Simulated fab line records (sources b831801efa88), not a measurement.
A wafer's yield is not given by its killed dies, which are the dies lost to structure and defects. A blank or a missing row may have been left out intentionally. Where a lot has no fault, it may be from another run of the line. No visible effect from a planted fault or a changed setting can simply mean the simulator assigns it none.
fab line records	flow gf180mcu
record lots=7	wafers=21	lastDay=34
route steps=602 shown NWELL@52 LVPWELL@54 MVSD@66 MVPSD@78
lots that met no fault: taken from a fault-free run of the same line
startH: start of the lot's first displayed wafer, in hours after the record's first day	waitH: how many hours have passed since the lot's step before this one	" same as the row above	L1.1+2: a single row standing in for several wafers	- value missing, or start not given	* or withheld: withheld	< > ~ a bound
route shown NAME@n: NAME is a module with steps in the file, n the number in the route of the first one	usual: mean/standard deviation taken from wafers without a fault	same: alike in all rows	chamber/n: place in a boat	sites: per-site readings	_std_site: the standard deviation of these	_edge_site: the outer-site mean with the inner-site mean subtracted	radiusMm: for every site, how far away it sits from the centre of the wafer	mask NAME#n: copy n	behind: the tool/chamber that last shaped the wafer	hold: why the lot was held/for how many hours/how that ended	device: the n, p or np transistor that did not switch	end of line: at the end of the route, the tests of the same wafers	where a step has no rows: the recipe by itself	killed: not the wafer's yield, but the dies lost to structure and defects at the first sort	map: per-die view of a wafer (x killed, . not killed, _ where there is no die)
set.NAME: the setting as run; set.NAME@STEP: as run at that earlier step	model.NAME: the simulator's own value behind a step, which no gauge read
lots at selected steps of the route; one table per step, one row per wafer
services: a tool's chamber out of use, with start hour (startH, from the record's first day; less than 0 if before it), hours out, and reason
## steps
# step GF_NWELL_STRIP_10
# recipe chemistry=O2/N2	powerW=1400	pressureMtorr=1500	platenTempC=250	o2FlowSccm=3000	n2FlowSccm=300	overashFraction=0.5
# usual chamberPressureMTorr=1500.0/1.4	drypumpMotorCurrentA=5.6/0.41	heaterPowerW=329/30	oesProductAu=0.722/0.0044	stripTimeToEndpointS=37.00/0.097
lot.wafer	tool	chamber	startH	waitH	chamberPressureMTorr	drypumpMotorCurrentA	heaterPowerW	oesProductAu	rfHoursCounterH	stripTimeToEndpointS
L607.1	plasmaAsher-04	0	78.82	0.1	1500.9	5.9	292	0.721	26	37.04
L607.5	"	0	"	"	1500.9	5.9	286	0.722	-	36.89
L607.6	"	1	"	"	1499.2	6.0	379	0.729	-	37.00
L609.2	plasmaAsher-01	1	88.37	0.1	1501.2	5.4	309	0.721	43	37.03
L609.3	"	0	"	"	1502.4	5.7	349	0.727	-	37.08
L609.6	"	0	"	"	1500.1	5.7	360	0.725	-	37.00
L613.4	plasmaAsher-04	1	109.95	0.1	1497.5	6.0	374	0.717	-	36.94
L613.5	"	1	"	"	1499.8	6.0	374	0.725	-	36.89
L613.6	"	0	"	"	1501.0	5.9	293	0.718	-	36.98
L614.2	plasmaAsher-03	0	117.12	0.1	1499.5	4.8	328	0.723	49	37.10
L614.5	"	0	"	"	1496.9	4.8	330	0.724	-	37.04
L614.6	"	1	"	"	1501.5	5.7	333	0.720	-	36.97
L615.1	plasmaAsher-04	1	122.16	0.1	1499.3	6.0	376	0.725	31	36.85
L615.2	"	0	"	"	1498.9	5.9	295	0.725	31	36.89
L615.3	"	1	"	"	1501.3	6.0	374	0.727	-	36.88
L623.3	plasmaAsher-01	1	164.85	0.1	1500.6	5.4	295	0.721	-	37.14
L623.4	"	0	"	"	1500.8	5.7	352	0.723	-	37.09
L623.6	"	0	"	"	1500.2	5.7	345	0.723	-	37.10
L625.3	plasmaAsher-01	0	176.66	0.1	1500.4	5.7	354	0.727	-	36.98
L625.4	"	1	"	"	1500.3	5.4	287	0.722	-	36.99
L625.6	"	0	"	"	1499.4	5.7	349	0.711	-	37.10
# step GF_NWELL_TW_MEAS_11
# usual NWELL_TW=1599/15
lot.wafer	tool	chamber	startH	waitH	NWELL_TW
L607.1	filmMetro-03	-	78.92	0.1	1618
L607.5	"	-	"	"	1611
L607.6	"	-	"	"	1615
L609.2	filmMetro-04	-	88.48	0.1	1575
L609.3	"	-	"	"	1572
L609.6	"	-	"	"	1581
L613.4	filmMetro-01	-	110.05	0.1	1607
L613.5	"	-	"	"	1617
L613.6	"	-	"	"	1606
L614.2	filmMetro-03	-	117.23	0.1	1601
L614.5	"	-	"	"	1603
L614.6	"	-	"	"	1603
L615.1	filmMetro-01	-	122.26	0.1	1594
L615.2	"	-	"	"	1599
L615.3	"	-	"	"	1602
L623.3	filmMetro-01	-	164.94	0.1	1601
L623.4	"	-	"	"	1593
L623.6	"	-	"	"	1602
L625.3	filmMetro-01	-	176.74	0.1	1594
L625.4	"	-	"	"	1591
L625.6	"	-	"	"	1601
# step GF_LVPWELL_DEHYDRATE_00
# recipe tempC=200	timeS=60
# step GF_LVPWELL_HMDS_01
# recipe primeTimeS=60	primeTempC=120
# step GF_LVPWELL_COAT_02
# recipe spinRpm=2000	resistThkNm=3000
# step GF_LVPWELL_SOFTBAKE_03
# recipe tempC=110	timeS=withheld
# step GF_LVPWELL_EXPOSE_04
# recipe maskId=LVPWELL	targetCdNm=600	na=0.6	sourceShape=conventional	sigmaOuter=0.6	doseMj=260
# step GF_LVPWELL_PEB_05
# recipe tempC=115	timeS=withheld
# step GF_LVPWELL_DEVELOP_06
# recipe wallAngleDeg=90	developTimeS=60	devTempC=23
# step GF_LVPWELL_OVL_MEAS_07
# usual LVPWELL_OVL=0.9/1.6
lot.wafer	tool	chamber	startH	waitH	LVPWELL_OVL[nm]
L607.1	overlay-01	-	92.17	-	-1.0
L607.5	"	-	"	"	-1.3
L607.6	"	-	"	"	-1.1
L609.2	overlay-01	-	102.04	-	3.5
L609.3	"	-	"	"	2.4
L609.6	"	-	"	"	0.6
L613.4	overlay-02	-	124.70	-	1.3
L613.5	"	-	"	"	0.0
L613.6	"	-	"	"	1.4
L614.2	overlay-02	-	132.08	-	3.7
L614.5	"	-	"	"	4.2
L614.6	"	-	"	"	1.7
L615.1	overlay-01	-	137.38	-	-0.5
L615.2	"	-	"	"	0.4
L615.3	"	-	"	"	0.1
L623.3	overlay-02	-	180.40	-	-0.2
L623.4	"	-	"	"	1.0
L623.6	"	-	"	"	-0.8
L625.3	overlay-02	-	193.79	-	3.6
L625.4	"	-	"	"	0.4
L625.6	"	-	"	"	3.2
# step GF_LVPWELL_IMPLANT_08
# recipe species=B	energyKev=170	doseCm2=1.5e+13	tiltDeg=0
# step GF_LVPWELL_IMPLANT_09
# recipe species=B	energyKev=60	doseCm2=5e+12	tiltDeg=0
# step GF_LVPWELL_STRIP_10
# recipe chemistry=O2/N2	powerW=1400	pressureMtorr=1500	platenTempC=250	o2FlowSccm=3000	n2FlowSccm=300	overashFraction=0.5
# usual chamberPressureMTorr=1500.0/1.4	drypumpMotorCurrentA=5.4/0.66	heaterPowerW=327/25	oesProductAu=0.723/0.0045	stripTimeToEndpointS=36.97/0.1
lot.wafer	tool	chamber	startH	waitH	chamberPressureMTorr	drypumpMotorCurrentA	heaterPowerW	oesProductAu	rfHoursCounterH	stripTimeToEndpointS	model.coat_of_LVPWELL_COAT_02.thkNm
L607.1	plasmaAsher-03	1	92.51	0.1	1499.2	5.8	322	0.729	46	36.96	0
L607.5	"	0	"	"	1501.5	4.8	330	0.719	-	37.05	0
L607.6	"	1	"	"	1498.7	5.8	335	0.722	-	37.03	0
L609.2	plasmaAsher-02	1	102.37	0.1	1501.5	4.7	290	0.722	45	36.83	0
L609.3	"	1	"	"	1501.1	4.7	299	0.724	-	36.96	0
L609.6	"	1	"	"	1499.9	4.7	289	0.720	-	36.99	0
L613.4	plasmaAsher-01	1	125.05	0.1	-	-	-	-	-	-	3001
L613.5	"	0	"	"	-	-	-	-	-	-	3008
L613.6	"	1	"	"	-	-	-	-	-	-	3009
L614.2	plasmaAsher-02	1	132.41	0.1	-	-	-	-	-	-	3004
L614.5	"	1	"	"	-	-	-	-	-	-	3011
L614.6	"	0	"	"	-	-	-	-	-	-	3008
L615.1	plasmaAsher-02	0	137.72	0.1	-	-	-	-	-	-	2986
L615.2	"	1	"	"	-	-	-	-	-	-	2985
L615.3	"	1	"	"	-	-	-	-	-	-	2983
L623.3	plasmaAsher-01	1	180.76	0.1	1498.1	5.4	287	0.722	-	36.80	0
L623.4	"	0	"	"	1501.4	5.7	349	0.720	-	36.84	0
L623.6	"	0	"	"	1497.6	5.7	347	0.723	-	36.82	0
L625.3	plasmaAsher-02	0	200.73	0.1	1498.9	6.4	354	0.724	-	36.95	0
L625.4	"	1	"	"	1499.0	4.7	297	0.725	-	37.00	0
L625.6	"	1	"	"	1500.7	4.7	292	0.730	-	36.99	0
# step GF_LVPWELL_TW_MEAS_11
# usual LVPWELL_TW=569/6.2
lot.wafer	tool	chamber	startH	waitH	LVPWELL_TW
L607.1	filmMetro-03	-	92.61	0.1	574
L607.5	"	-	"	"	573
L607.6	"	-	"	"	573
L609.2	filmMetro-03	-	102.48	0.1	571
L609.3	"	-	"	"	569
L609.6	"	-	"	"	569
L613.4	filmMetro-03	-	125.15	0.1	572
L613.5	"	-	"	"	571
L613.6	"	-	"	"	571
L614.2	filmMetro-03	-	132.52	0.1	575
L614.5	"	-	"	"	569
L614.6	"	-	"	"	573
L615.1	filmMetro-04	-	137.82	0.1	559
L615.2	"	-	"	"	556
L615.3	"	-	"	"	560
L623.3	filmMetro-03	-	180.84	0.1	574
L623.4	"	-	"	"	573
L623.6	"	-	"	"	577
L625.3	filmMetro-04	-	200.82	0.1	561
L625.4	"	-	"	"	558
L625.6	"	-	"	"	557
# step GF_MVSD_DEHYDRATE_00
# recipe tempC=200	timeS=60
# step GF_MVSD_HMDS_01
# recipe primeTimeS=60	primeTempC=120
# step GF_MVSD_COAT_02
# recipe spinRpm=2000	resistThkNm=3000
# step GF_MVSD_SOFTBAKE_03
# recipe tempC=110	timeS=withheld
# step GF_MVSD_EXPOSE_04
# recipe maskId=MVSD	targetCdNm=1000	na=0.6	sourceShape=conventional	sigmaOuter=0.6	doseMj=260
# step GF_MVSD_PEB_05
# recipe tempC=115	timeS=withheld
# step GF_MVSD_DEVELOP_06
# recipe wallAngleDeg=90	developTimeS=60	devTempC=23
# step GF_MVSD_OVL_MEAS_07
# usual MVSD_OVL=0.4/1.5
lot.wafer	tool	chamber	startH	waitH	MVSD_OVL[nm]
L607.1	overlay-02	-	107.03	-	1.8
L607.5	"	-	"	"	-0.5
L607.6	"	-	"	"	1.2
L609.2	overlay-02	-	117.83	-	2.3
L609.3	"	-	"	"	2.2
L609.6	"	-	"	"	1.2
L613.4	overlay-01	-	139.79	-	2.0
L613.5	"	-	"	"	-1.5
L613.6	"	-	"	"	0.6
L614.2	overlay-02	-	148.27	-	2.3
L614.5	"	-	"	"	0.5
L614.6	"	-	"	"	2.6
L615.1	overlay-02	-	153.27	-	-0.3
L615.2	"	-	"	"	0.3
L615.3	"	-	"	"	0.0
L623.3	overlay-01	-	197.04	-	0.2
L623.4	"	-	"	"	1.7
L623.6	"	-	"	"	-0.4
L625.3	overlay-02	-	216.99	-	0.2
L625.4	"	-	"	"	1.3
L625.6	"	-	"	"	1.9
# step GF_MVSD_IMPLANT_08
# recipe species=P	energyKev=400	doseCm2=1.6e+13	tiltDeg=0
# step GF_MVSD_IMPLANT_09
# recipe species=P	energyKev=100	doseCm2=5e+12	tiltDeg=0
# step GF_MVSD_STRIP_10
# recipe chemistry=O2/N2	powerW=1400	pressureMtorr=1500	platenTempC=250	o2FlowSccm=3000	n2FlowSccm=300	overashFraction=0.5
# usual chamberPressureMTorr=1500.3/1.3	drypumpMotorCurrentA=5.6/0.53	heaterPowerW=325/33	oesProductAu=0.722/0.0045	stripTimeToEndpointS=36.98/0.1
lot.wafer	tool	chamber	startH	waitH	chamberPressureMTorr	drypumpMotorCurrentA	heaterPowerW	oesProductAu	rfHoursCounterH	stripTimeToEndpointS
L607.1	plasmaAsher-02	0	107.37	0.1	1501.5	6.4	356	0.726	45	36.80
L607.5	"	0	"	"	1501.3	6.4	346	0.724	-	36.91
L607.6	"	1	"	"	1500.5	4.7	295	0.716	-	36.99
L609.2	plasmaAsher-04	0	118.16	0.1	1500.8	5.9	290	0.726	30	36.90
L609.3	"	1	"	"	1499.0	6.0	374	0.724	-	36.94
L609.6	"	1	"	"	1500.7	6.0	371	0.718	-	37.05
L613.4	plasmaAsher-02	0	140.14	0.1	1498.7	6.4	360	0.749	-	81.31
L613.5	"	0	"	"	1501.3	6.4	354	0.738	-	81.31
L613.6	"	1	"	"	1501.1	4.7	294	0.743	-	81.37
L614.2	plasmaAsher-02	0	148.60	0.1	1501.2	6.4	359	0.735	49	81.40
L614.5	"	1	"	"	1498.7	4.7	297	0.743	-	81.52
L614.6	"	0	"	"	1500.6	6.4	352	0.742	-	81.37
L615.1	plasmaAsher-01	1	153.60	0.1	1498.6	5.4	288	0.740	4	81.13
L615.2	"	0	"	"	1501.0	5.7	338	0.741	4	81.08
L615.3	"	1	"	"	1498.8	5.4	282	0.742	-	80.84
L623.3	plasmaAsher-01	1	197.40	0.1	1499.7	5.4	293	0.720	-	36.97
L623.4	"	0	"	"	1501.8	5.7	356	0.724	-	36.96
L623.6	"	0	"	"	1499.1	5.7	347	0.718	-	37.09
L625.3	plasmaAsher-01	1	217.34	0.1	1501.1	5.4	285	0.726	-	36.82
L625.4	"	0	"	"	1499.3	5.7	337	0.722	-	36.84
L625.6	"	0	"	"	1500.0	5.7	353	0.713	-	36.94
# step GF_MVSD_TW_MEAS_11
# usual MVSD_TW=1604/16
lot.wafer	tool	chamber	startH	waitH	MVSD_TW
L607.1	filmMetro-03	-	107.47	0.1	1615
L607.5	"	-	"	"	1604
L607.6	"	-	"	"	1620
L609.2	filmMetro-01	-	118.27	0.1	1617
L609.3	"	-	"	"	1613
L609.6	"	-	"	"	1613
L613.4	filmMetro-03	-	140.24	0.1	31
L613.5	"	-	"	"	31
L613.6	"	-	"	"	31
L614.2	filmMetro-03	-	148.71	0.1	31
L614.5	"	-	"	"	31
L614.6	"	-	"	"	31
L615.1	filmMetro-04	-	153.70	0.1	30
L615.2	"	-	"	"	30
L615.3	"	-	"	"	30
L623.3	filmMetro-04	-	197.49	0.1	1574
L623.4	"	-	"	"	1569
L623.6	"	-	"	"	1569
L625.3	filmMetro-04	-	217.43	0.1	1574
L625.4	"	-	"	"	1587
L625.6	"	-	"	"	1587
# step GF_MVPSD_DEHYDRATE_00
# recipe tempC=200	timeS=60
## services
tool	chamber	startH	hours	kind
plasmaAsher-03	-	106.92	4.3	repair
plasmaAsher-01	-	108.75	9.0	pm
plasmaAsher-01	0	108.75	9.0	ventCycle
plasmaAsher-01	1	108.75	9.0	ventCycle
plasmaAsher-01	0	117.75	-	clean
plasmaAsher-01	1	117.75	-	clean
plasmaAsher-02	-	117.80	11.3	repair
plasmaAsher-04	-	141.80	3.8	repair
plasmaAsher-03	-	144.20	1.6	repair
plasmaAsher-01	-	214.95	0.4	repair
## key
firstSign step=GF_LVPWELL_STRIP_10	reading=toolRecord	direction=missing
effect step=GF_MVSD_STRIP_10	reading=stripTimeToEndpointS	direction=up	sigmas=99+	usual=*	struck=*
effect step=GF_MVSD_TW_MEAS_11	reading=MVSD_TW	direction=down	sigmas=98	usual=1604	struck=31
modelEffect step=GF_LVPWELL_STRIP_10	value=coat_of_LVPWELL_COAT_02.thkNm	without=0	struck=3000
metAt GF_LVPWELL_STRIP_10
struckWafers L613.4,L613.5,L613.6,L614.2,L614.5,L614.6,L615.1,L615.2,L615.3
sortLeftOut L613.4,L613.5,L613.6,L614.2,L614.5,L614.6,L615.1,L615.2,L615.3
testerLeftOut L613,L614,L615
onsetBetween 102.37 125.05
fault kind=skippedStepWhole	tool=plasmaAsher-01,plasmaAsher-02	chamber=-	onsetH=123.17	steps=GF_LVPWELL_STRIP_10	scope=struckLotsOnly
# testerLeftOut: of these lots the tester's yield and bins aren't shown, on N5 and GAA mostly nor the transistor test; their killed dies are dies lost to structure and defects alone, not to doping, threshold or leakage, so they don't give the yield
# sortLeftOut: the simulated sort isn't trusted on such a fault, so these wafers' sort isn't shown, and their yield isn't known
